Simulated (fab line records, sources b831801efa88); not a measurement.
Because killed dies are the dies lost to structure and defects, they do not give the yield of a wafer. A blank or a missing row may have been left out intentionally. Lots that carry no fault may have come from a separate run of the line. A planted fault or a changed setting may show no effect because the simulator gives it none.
fab line records	flow gf180mcu
record: lots: 13	wafers: 39	last-day: 33
route steps=602 shown STI@14 LVPWELL@58
lots untouched by any fault: they come from a run of this same line in which no faults occurred
start-h: the number of hours between the record's first day and the start of the first shown wafer of the lot	wait-h: hours since the lot's step before	" same as the row above	L1.1+2: a row that stands for several wafers	- no value, or no start given	* or withheld: withheld	< > ~ a bound
route shown NAME@n: names a module that has steps shown in the file, with the first one's number in the route	usual: average and standard deviation across the fault-free wafers	same: alike in all rows	chamber/n: place in a boat	sites: each site's reading	_std_site: the values' standard deviation	_edge_site: mean of outer sites minus mean of inner sites	radius-mm: for every site, how far away it sits from the centre of the wafer	mask NAME#n: copy n	behind: the tool/chamber that last shaped the wafer	hold: why the lot went on hold/how many hours it stayed there/how the hold came to an end	device: names the non-switching transistor (n, p or np)	end of line: the route-end tests of the same wafers	a step given without rows: its recipe and nothing more	killed: the dies lost at the first sort to structure and to defects; this is not the yield of the wafer	map: a wafer's dies, marking killed ones x, the rest . and places with no die _
set.NAME: the setting as run; set.NAME@STEP: as run at that earlier step	model.NAME: the simulator's own value behind a step, which no gauge read
the route's steps for a sample of lots (tables are steps, rows are wafers)
services: the hour from which a tool's chamber was out of use, counted from the record's first day as start-h (under 0 if before that day), plus the number of hours and why
== steps ==
step: GF_STI_ETCH_13
recipe: chemistry: CHF3/O2	stop-on: Si	over-etch-frac: 0.3	target-depth-a: 2823.1	source-w: 600	bias-w: 200	pressure-mtorr: 40	chf3-flow-sccm: 50	O2_flow_sccm: 5	time-s: 112.9
usual: bias-w: 200.0/0.59	chamber-pressure-mTorr: 40.00/0.035	drypump-motor-current-A: 5.8/0.51	oes-product-au: 0.834/0.0055	throttle-valve-pct: 8.810/0.0099
lot.wafer	tool	chamber	start-h	wait-h	bias-w	chamber-pressure-mTorr	drypump-motor-current-A	oes-product-au	rf-hours-counter-h	throttle-valve-pct
L943.1	rie-diel-02	0	26.40	0.1	199.9	40.01	6.1	0.834	67	8.803
L943.4	"	1	"	"	201.2	40.01	5.4	0.828	154	8.807
L943.6	"	2	"	"	199.6	39.94	6.6	0.838	-	8.805
L944.1	rie-diel-04	0	30.65	0.1	200.1	40.03	5.0	0.827	1	8.813
L944.3	"	1	"	"	200.7	40.00	5.4	0.839	95	8.817
L944.5	"	3	"	"	199.6	40.02	5.6	0.836	-	8.816
L945.1	rie-diel-04	0	35.96	0.1	201.4	40.06	5.1	0.832	1	8.807
L945.4	"	2	"	"	200.8	40.05	5.3	0.839	8	8.813
L945.6	"	0	"	"	200.4	39.99	5.1	0.830	-	8.815
L948.3	rie-diel-04	3	51.41	0.1	200.8	39.96	5.6	0.846	91	8.820
L948.5	"	2	"	"	199.5	39.99	5.3	0.838	-	8.817
L948.6	"	1	"	"	199.6	40.04	5.4	0.842	-	8.810
L949.3	rie-diel-01	3	56.20	0.1	200.1	40.01	5.7	0.820	85	8.819
L949.5	"	3	"	"	200.2	40.00	5.7	0.831	-	8.805
L949.6	"	0	"	"	199.8	40.05	6.4	0.825	-	8.822
L950.1	rie-diel-01	0	61.16	0.1	200.6	40.01	6.4	0.831	57	8.812
L950.3	"	1	"	"	200.3	39.98	5.6	0.836	17	8.796
L950.6	"	3	"	"	199.9	39.99	5.7	0.834	-	8.811
L951.3	rie-diel-04	2	68.00	0.1	200.8	40.01	5.3	0.833	8	8.813
L951.4	"	1	"	"	200.5	40.02	5.4	0.832	-	8.811
L951.5	"	2	"	"	200.2	39.94	5.2	0.833	-	8.816
L952.1	rie-diel-01	1	71.16	0.1	200.2	40.02	5.6	0.833	17	8.813
L952.4	"	3	"	"	200.4	40.00	5.7	0.831	86	8.818
L952.6	"	2	"	"	200.7	40.03	6.7	0.819	-	8.811
L954.1	rie-diel-04	0	82.51	0.1	199.7	39.99	5.1	0.829	2	8.812
L954.3	"	1	"	"	200.2	40.02	5.4	0.837	96	8.819
L954.6	"	3	"	"	200.2	40.06	5.6	0.830	-	8.797
L955.1	rie-diel-04	0	86.85	0.1	201.1	39.96	5.1	0.839	2	8.800
L955.4	"	2	"	"	199.2	40.04	5.3	0.833	9	8.818
L955.6	"	2	"	"	200.2	39.93	5.3	0.844	-	8.812
L957.2	rie-diel-02	1	97.06	0.1	200.5	39.97	5.4	0.832	156	8.824
L957.4	"	2	"	"	200.4	39.99	6.6	0.831	69	8.822
L957.5	"	2	"	"	199.6	40.04	6.6	0.828	-	8.818
L958.3	rie-diel-04	0	102.71	0.1	199.7	40.01	5.0	0.831	3	8.789
L958.4	"	1	"	"	199.3	39.96	5.4	0.830	97	8.832
L958.6	"	0	"	"	198.9	40.03	5.0	0.838	-	8.823
L959.3	rie-diel-01	1	108.85	0.1	199.7	39.96	5.6	0.835	18	8.807
L959.5	"	0	"	"	199.4	39.98	6.4	0.824	-	8.820
L959.6	"	1	"	"	200.3	40.03	5.6	0.834	-	8.781
step: GF_STI_THK_MEAS_22
recipe: reads: SiO2_of_STI_OXIDATION_21
usual: STI_OXIDATION_01_THK: 15.05/0.28
lot.wafer	tool	chamber	start-h	wait-h	STI_OXIDATION_01_THK[nm]
L943.1	film-metro-01	-	28.13	0.0	15.26
L943.4	"	-	"	"	15.31
L943.6	"	-	"	"	14.94
L944.1	film-metro-04	-	32.65	0.0	15.48
L944.3	"	-	"	"	15.31
L944.5	"	-	"	"	15.54
L945.1	film-metro-04	-	37.70	0.0	15.69
L945.4	"	-	"	"	15.45
L945.6	"	-	"	"	15.65
L948.3	film-metro-01	-	53.19	0.0	14.78
L948.5	"	-	"	"	14.79
L948.6	"	-	"	"	15.04
L949.3	film-metro-01	-	58.27	0.0	14.93
L949.5	"	-	"	"	14.89
L949.6	"	-	"	"	14.75
L950.1	film-metro-01	-	62.91	0.0	15.13
L950.3	"	-	"	"	15.22
L950.6	"	-	"	"	15.09
L951.3	film-metro-04	-	69.90	0.0	14.70
L951.4	"	-	"	"	14.55
L951.5	"	-	"	"	14.87
L952.1	film-metro-01	-	73.09	0.0	15.46
L952.4	"	-	"	"	15.49
L952.6	"	-	"	"	15.49
L954.1	film-metro-01	-	84.30	0.0	15.32
L954.3	"	-	"	"	15.30
L954.6	"	-	"	"	15.34
L955.1	film-metro-02	-	88.58	0.0	15.00
L955.4	"	-	"	"	14.85
L955.6	"	-	"	"	15.05
L957.2	film-metro-04	-	98.90	0.0	14.91
L957.4	"	-	"	"	14.86
L957.5	"	-	"	"	14.84
L958.3	film-metro-02	-	104.49	0.0	14.84
L958.4	"	-	"	"	14.80
L958.6	"	-	"	"	14.60
L959.3	film-metro-02	-	110.61	0.0	14.96
L959.5	"	-	"	"	14.78
L959.6	"	-	"	"	14.47
step: GF_STI_THK_MEAS_30
recipe: reads: SiO2_of_STI_OXIDATION_29
usual: STI_OXIDATION_02_THK: 10.07/0.28
lot.wafer	tool	chamber	start-h	wait-h	STI_OXIDATION_02_THK[nm]
L943.1	film-metro-04	-	31.39	0.0	10.41
L943.4	"	-	"	"	10.39
L943.6	"	-	"	"	10.50
L944.1	film-metro-01	-	35.18	0.0	10.25
L944.3	"	-	"	"	10.12
L944.5	"	-	"	"	10.31
L945.1	film-metro-04	-	40.70	0.0	10.06
L945.4	"	-	"	"	10.07
L945.6	"	-	"	"	10.03
L948.3	film-metro-02	-	55.73	0.0	10.05
L948.5	"	-	"	"	10.19
L948.6	"	-	"	"	10.16
L949.3	film-metro-02	-	61.72	0.0	10.25
L949.5	"	-	"	"	10.34
L949.6	"	-	"	"	10.28
L950.1	film-metro-01	-	65.40	0.0	10.44
L950.3	"	-	"	"	10.52
L950.6	"	-	"	"	10.50
L951.3	film-metro-04	-	72.72	0.1	10.15
L951.4	"	-	"	"	10.06
L951.5	"	-	"	"	10.35
L952.1	film-metro-04	-	76.10	0.0	9.65
L952.4	"	-	"	"	9.89
L952.6	"	-	"	"	9.71
L954.1	film-metro-01	-	87.85	0.0	10.27
L954.3	"	-	"	"	10.26
L954.6	"	-	"	"	10.49
L955.1	film-metro-04	-	91.49	0.0	10.35
L955.4	"	-	"	"	10.37
L955.6	"	-	"	"	10.30
L957.2	film-metro-01	-	101.38	0.0	9.98
L957.4	"	-	"	"	9.82
L957.5	"	-	"	"	9.66
L958.3	film-metro-02	-	107.43	0.0	9.77
L958.4	"	-	"	"	9.63
L958.6	"	-	"	"	9.69
L959.3	film-metro-04	-	113.10	0.0	10.03
L959.5	"	-	"	"	9.94
L959.6	"	-	"	"	9.99
step: GF_LVPWELL_EXPOSE_04
recipe: mask-id: LVPWELL	target-cd-nm: 600	na: 0.6	source-shape: conventional	sigma-outer: 0.6	dose-mj: 260
lot.wafer	tool	chamber	start-h	wait-h	mask
L943.1+4+6	iline-stepper-02	0	63.33	-	LVPWELL#0
L944.1+3+5	iline-stepper-02	0	67.34	-	LVPWELL#0
L945.1+4+6	iline-stepper-02	0	73.63	-	LVPWELL#0
L948.3+5+6	iline-stepper-01	0	89.39	-	LVPWELL#0
L949.3+5+6	iline-stepper-01	0	95.87	-	LVPWELL#0
L950.1+3+6	iline-stepper-01	0	100.03	-	LVPWELL#0
L951.3+4+5	iline-stepper-02	0	107.29	-	LVPWELL#0
L952.1+4+6	iline-stepper-01	0	111.70	-	LVPWELL#0
L954.1+3+6	iline-stepper-01	0	124.38	-	LVPWELL#0
L955.1+4+6	iline-stepper-02	0	128.80	-	LVPWELL#0
L957.2+4+5	iline-stepper-01	0	138.37	-	LVPWELL#0
L958.3+4+6	iline-stepper-01	0	145.32	-	LVPWELL#0
L959.3+5+6	iline-stepper-02	0	152.24	-	LVPWELL_R1#0
== services ==
tool	chamber	start-h	hours	kind
rie-diel-01	-	12.66	2.8	pm
rie-diel-04	-	14.13	2.8	pm
rie-diel-04	0	25.86	1.6	repair
rie-diel-02	3	49.31	8.1	repair
rie-diel-01	-	59.67	1.3	repair
iline-stepper-01	-	64.78	7.3	repair
rie-diel-04	3	65.10	13.9	repair
iline-stepper-01	-	72.07	1.7	pm
rie-diel-01	-	79.96	5.4	repair
iline-stepper-02	-	85.86	8.9	pm
rie-diel-02	-	114.89	0.8	repair
iline-stepper-02	-	125.51	1.7	pm
iline-stepper-01	-	129.70	4.4	repair
rie-diel-02	1	129.92	2.6	repair
rie-diel-02	1	148.56	-	clean
rie-diel-02	1	148.56	23.4	scheduled-down
rie-diel-02	1	148.56	23.4	vent-cycle
== key ==
first-sign: step: GF_LVPWELL_EXPOSE_04	reading: mask	direction: changed
effect none on later readings
met-at GF_LVPWELL_EXPOSE_04
struck-lots L959
sort-left-out L959.3,L959.5,L959.6
tester-left-out L959
not-acting-at GF_STI_ETCH_13,GF_STI_THK_MEAS_22,GF_STI_THK_MEAS_30
onset-between 128.80 152.24
fault: kind: wrong-mask	tool: any	chamber: -	onset-h: 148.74	steps: GF_LVPWELL_EXPOSE_04	aux-copy: LVPWELL_R1#0	cd-offset-nm: -72	scope: struck-lots-only
tester-left-out: of these lots the tester's yield and bins aren't shown, on N5 and GAA mostly nor the transistor test; their killed dies are dies lost to structure and defects alone, not to doping, threshold or leakage, so they don't give the yield
sort-left-out: the simulated sort isn't trusted on such a fault, so these wafers' sort isn't shown, and their yield isn't known
